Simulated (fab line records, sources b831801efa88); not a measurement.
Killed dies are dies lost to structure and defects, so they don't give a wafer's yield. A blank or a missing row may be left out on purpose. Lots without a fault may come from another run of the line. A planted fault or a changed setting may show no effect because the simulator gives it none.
fab line records | flow sfq_line | part 2 of 2: steps 23 to 32 of 32
record lots=5 wafers=15 last_day=87
route steps=325 shown M3@124 I3@133 M4@148
lots that met no fault: from a run of the same line without faults
start_h: hours from the record's first day to the start of the lot's first wafer shown | wait_h: hours since the lot's step before | " the same as in the row above | L1.1+2: a row that stands for several wafers | - no value, or no start given | * or withheld: withheld | < > ~ a bound
route shown NAME@n: a module of which the file shows steps, and the number in the route of the first | usual: mean/standard deviation of fault-free wafers | same: alike in all rows | chamber/n: place in a boat | sites: the reading at each site | _std_site: their standard deviation | _edge_site: outer sites' mean less inner sites' | radius_mm: how far each site lies from the wafer's centre | mask NAME#n: copy n | behind: the tool/chamber that last shaped the wafer | hold: why the lot was held/for how many hours/how that ended | device: the transistor (n, p or np) that didn't switch | end of line: the same wafers' tests at the end of the route | a step without rows: its recipe alone | killed: dies lost to structure and defects at the first sort, not the wafer's yield | map: a wafer's dies, x killed, . not, _ none there
set.NAME: the setting as run; set.NAME@STEP: as run at that earlier step | model.NAME: the simulator's own value behind a step, which no gauge read
lots at some steps of the route; a table a step, a row a wafer
services: from which hour (start_h, from the record's first day; less than 0 if before it) a tool's chamber was out of use, for how many hours, and why
## steps
# step SFQ_TRILAYER_I3_VIA_STRIP_STRIP_089
# recipe gas=O2 power_w=200 platen_temp_c=40 overash_fraction=0.65 chemistry=O2 pressure_mtorr=50
# usual chamber_pressure_mTorr=50.00/0.046 drypump_motor_current_A=5.9/0.35 oes_product_au=1.002/0.0093
# columns lot.wafer tool chamber start_h wait_h chamber_pressure_mTorr drypump_motor_current_A oes_product_au rf_hours_counter_h
L083.1 rie_metal-01 1 1244.01 - 50.03 6.3 1.000 21
L083.2 " 0 " " 50.06 6.0 1.009 114
L083.4 " 1 " " 49.95 6.3 0.998 -
L088.2 rie_metal-03 0 1276.41 - 49.94 6.0 0.993 120
L088.3 " 0 " " 50.00 5.9 0.991 -
L088.4 " 1 " " 49.98 6.0 0.997 -
L090.2 rie_metal-01 1 1287.21 - 50.02 6.3 0.987 28
L090.5 " 0 " " 49.96 6.1 1.018 -
L090.6 " 1 " " 50.03 6.3 0.993 -
L093.2 rie_metal-01 1 1310.01 - 50.00 6.3 0.998 31
L093.3 " 1 " " 49.98 6.3 1.002 -
L093.6 " 1 " " 50.03 6.3 1.001 -
L096.2 rie_metal-03 1 1327.94 - 50.03 6.0 1.004 41
L096.4 " 1 " " 50.04 6.0 0.991 -
L096.5 " 1 " " 50.02 6.0 0.999 -
# step SFQ_TRILAYER_I3_VIA_STRIP_SOLV_CLEAN_090
# recipe chemistry=NMP temp_c=70 time_s=600
# columns lot.wafer tool chamber start_h wait_h
L083.1+2+4 wet_bench-02 7,0,5 1244.61 0.4
L088.2+3+4 wet_bench-02 4,1,5 1277.01 0.4
L090.2+5+6 wet_bench-04 1,7,5 1287.81 0.4
L093.2+3+6 wet_bench-02 1,2,6 1310.61 0.4
L096.2+4+5 wet_bench-02 2,1,0 1328.54 0.4
# step SFQ_TRILAYER_M4_DEP_PRE_CLEAN_092
# recipe gas=Ar time_s=22.5 bias_v=250
# columns lot.wafer tool chamber start_h wait_h
L083.1+2+4 pvd_sputter-04 - 1244.80 0.0
L088.2+3+4 pvd_sputter-05 - 1277.18 0.0
L090.2+5+6 pvd_sputter-06 - 1288.16 0.0
L093.2+3+6 pvd_sputter-04 - 1310.80 0.0
L096.2+4+5 pvd_sputter-05 - 1328.71 0.0
# step SFQ_TRILAYER_M4_DEP_SPUTTER_091
# recipe material=Nb base_pressure_pa=1.33e-06 chamber_pressure_pa=0.1333 substrate_temp_c=20 resputter_cathode_voltage_v=400 target_thk_nm=200 power_w=2000 time_s=133.3
# usual base_pressure_pa=1.32e-06/9.6e-08 throttle_valve_pct=30.4/1.2
# columns lot.wafer tool chamber start_h wait_h base_pressure_pa throttle_valve_pct
L083.1 pvd_sputter-04 - 1244.83 0.0 1.33e-06 29.7
L083.2 " - " " 1.33e-06 29.1
L083.4 " - " " 1.35e-06 30.9
L088.2 pvd_sputter-05 - 1277.21 0.0 1.33e-06 31.2
L088.3 " - " " 1.3e-06 29.7
L088.4 " - " " 1.28e-06 31.1
L090.2 pvd_sputter-06 - 1288.19 0.0 1.26e-06 30.0
L090.5 " - " " 1.42e-06 29.8
L090.6 " - " " 1.31e-06 30.0
L093.2 pvd_sputter-04 - 1310.83 0.0 1.22e-06 31.4
L093.3 " - " " 1.5e-06 29.5
L093.6 " - " " 1.22e-06 29.3
L096.2 pvd_sputter-05 - 1328.74 0.0 1.52e-06 30.5
L096.4 " - " " 1.29e-06 31.4
L096.5 " - " " 1.44e-06 30.4
# step SFQ_M4_RS_MEAS_924
# recipe thk_meas_gauge=four-point-probe reads=Nb_of_TRILAYER_M4_DEP_SPUTTER_091
# usual M4_NB_RS=0.891/0.012
# columns lot.wafer tool chamber start_h wait_h M4_NB_RS[ohm/sq]
L083.1 film_metro-02 - 1244.92 0.0 0.906
L083.2 " - " " 0.904
L083.4 " - " " 0.880
L088.2 film_metro-03 - 1277.32 0.1 0.907
L088.3 " - " " 0.905
L088.4 " - " " 0.903
L090.2 film_metro-02 - 1288.30 0.1 0.882
L090.5 " - " " 0.884
L090.6 " - " " 0.886
L093.2 film_metro-02 - 1310.94 0.1 0.887
L093.3 " - " " 0.907
L093.6 " - " " 0.891
L096.2 film_metro-04 - 1328.85 0.1 0.871
L096.4 " - " " 0.890
L096.5 " - " " 0.867
# step SFQ_TRILAYER_M4_LITHO_COAT_098
# recipe resist=BARC spin_rpm=3000 resist_thk_nm=62
# usual exhaust_pa=44.8/0.88
# columns lot.wafer tool chamber start_h wait_h exhaust_pa
L083.1 litho_track-01 0 1245.10 0.1 43.1
L083.2 " 0 " " 42.9
L083.4 " 0 " " 44.0
L088.2 litho_track-01 0 1277.53 0.1 43.6
L088.3 " 0 " " 44.5
L088.4 " 0 " " 44.2
L090.2 litho_track-01 0 1288.51 0.1 44.5
L090.5 " 0 " " 44.4
L090.6 " 0 " " 46.2
L093.2 litho_track-04 0 1311.15 0.1 42.3
L093.3 " 0 " " 44.2
L093.6 " 0 " " 44.6
L096.2 litho_track-02 0 1329.06 0.1 45.3
L096.4 " 0 " " 45.4
L096.5 " 0 " " 45.1
# step SFQ_TRILAYER_M4_LITHO_COAT_093
# recipe resist=KrF spin_rpm=3000 resist_thk_nm=600
# usual exhaust_pa=44.8/0.77
# columns lot.wafer tool chamber start_h wait_h exhaust_pa
L083.1 litho_track-01 0 1245.40 0.2 45.3
L083.2 " 0 " " 44.5
L083.4 " 0 " " 44.5
L088.2 litho_track-01 0 1277.83 0.2 43.7
L088.3 " 0 " " 45.5
L088.4 " 0 " " 44.7
L090.2 litho_track-01 0 1288.81 0.2 45.3
L090.5 " 0 " " 45.0
L090.6 " 0 " " 45.5
L093.2 litho_track-04 0 1311.45 0.2 44.9
L093.3 " 0 " " 44.6
L093.6 " 0 " " 43.1
L096.2 litho_track-02 0 1329.36 0.2 44.9
L096.4 " 0 " " 45.3
L096.5 " 0 " " 44.7
# step SFQ_TRILAYER_M4_LITHO_SOFTBAKE_097
# recipe temp_c=withheld time_s=withheld resist=KrF
# usual exhaust_pa=44.8/0.85
# columns lot.wafer tool chamber start_h wait_h exhaust_pa
L083.1 litho_track-01 0 1245.70 0.2 44.3
L083.2 " 0 " " 44.1
L083.4 " 0 " " 44.3
L088.2 litho_track-01 0 1278.11 0.2 45.0
L088.3 " 0 " " 44.6
L088.4 " 0 " " 43.9
L090.2 litho_track-01 0 1289.08 0.2 44.5
L090.5 " 0 " " 45.2
L090.6 " 0 " " 44.7
L093.2 litho_track-04 0 1311.72 0.2 44.8
L093.3 " 0 " " 44.3
L093.6 " 0 " " 45.2
L096.2 litho_track-02 0 1329.64 0.2 44.4
L096.4 " 0 " " 44.9
L096.5 " 0 " " 45.0
# step SFQ_TRILAYER_M4_LITHO_EXPOSE_094
# recipe mask_id=M4 na=0.6 source_shape=conventional sigma_outer=0.65 target_cd_nm=500 dose_mj=14.4
# usual stage_vel_mm_s=500.01/0.24
# columns lot.wafer tool chamber start_h wait_h mask stage_vel_mm_s
L083.1 krf_scanner-01 0 1249.64 - M4#0 499.88
L083.2 " 0 " " M4#0 500.13
L083.4 " 0 " " M4#0 500.20
L088.2 krf_scanner-01 0 1278.43 - M4#0 499.67
L088.3 " 0 " " M4#0 500.00
L088.4 " 0 " " M4#0 499.74
L090.2 krf_scanner-01 0 1289.41 - M4#0 499.79
L090.5 " 0 " " M4#0 499.99
L090.6 " 0 " " M4#0 499.98
L093.2 krf_scanner-01 0 1312.05 - M4#0 499.98
L093.3 " 0 " " M4#0 500.09
L093.6 " 0 " " M4#0 499.93
L096.2 krf_scanner-02 0 1451.37 - M4#0 499.65
L096.4 " 0 " " M4#0 500.21
L096.5 " 0 " " M4#0 499.65
# step SFQ_TRILAYER_M4_LITHO_PEB_096
# recipe peb_temp_c=115 peb_time_s=60 resist=KrF
# usual exhaust_pa=44.9/0.88 heater_power_total_W=79.16/0.069
# columns lot.wafer tool chamber start_h wait_h exhaust_pa heater_power_total_W
L083.1 litho_track-02 0 1250.84 1.0 44.7 79.23
L083.2 " 0 " " 45.8 79.03
L083.4 " 0 " " 45.7 79.14
L088.2 litho_track-02 0 1279.46 0.8 45.3 79.16
L088.3 " 0 " " 44.5 79.09
L088.4 " 0 " " 45.9 79.21
L090.2 litho_track-04 0 1290.64 1.0 45.9 79.04
L090.5 " 0 " " 46.9 79.19
L090.6 " 0 " " 46.1 79.17
L093.2 litho_track-02 0 1313.07 0.8 44.1 79.03
L093.3 " 0 " " 44.5 79.20
L093.6 " 0 " " 44.8 79.21
L096.2 litho_track-02 0 1452.40 0.8 44.2 79.12
L096.4 " 0 " " 44.4 79.21
L096.5 " 0 " " 43.0 79.24
## services
# columns tool chamber start_h hours kind
krf_scanner-01 - 938.22 6.3 repair
krf_scanner-01 - 946.87 1.3 pm
krf_scanner-02 - 954.39 1.9 repair
krf_scanner-01 - 984.73 0.5 repair
krf_scanner-01 - 990.71 5.9 repair
krf_scanner-02 - 996.96 1.0 pm
krf_scanner-02 - 1022.70 1.3 pm
krf_scanner-02 - 1033.21 0.8 pm
krf_scanner-01 - 1040.28 1.0 pm
krf_scanner-01 - 1057.55 0.4 repair
krf_scanner-01 - 1096.45 4.4 pm
krf_scanner-01 - 1103.23 0.8 pm
krf_scanner-01 - 1103.93 0.3 repair
krf_scanner-02 - 1105.21 3.6 pm
krf_scanner-02 - 1115.78 0.3 repair
krf_scanner-01 - 1123.39 1.3 pm
krf_scanner-01 - 1124.69 3.6 pm
krf_scanner-02 - 1154.72 4.0 pm
krf_scanner-02 - 1163.79 1.0 pm
krf_scanner-02 - 1198.60 1.3 pm
krf_scanner-02 - 1200.85 0.8 pm
krf_scanner-02 - 1332.04 1.0 pm
krf_scanner-02 - 1369.65 0.8 pm
krf_scanner-02 - 1374.50 1.3 pm
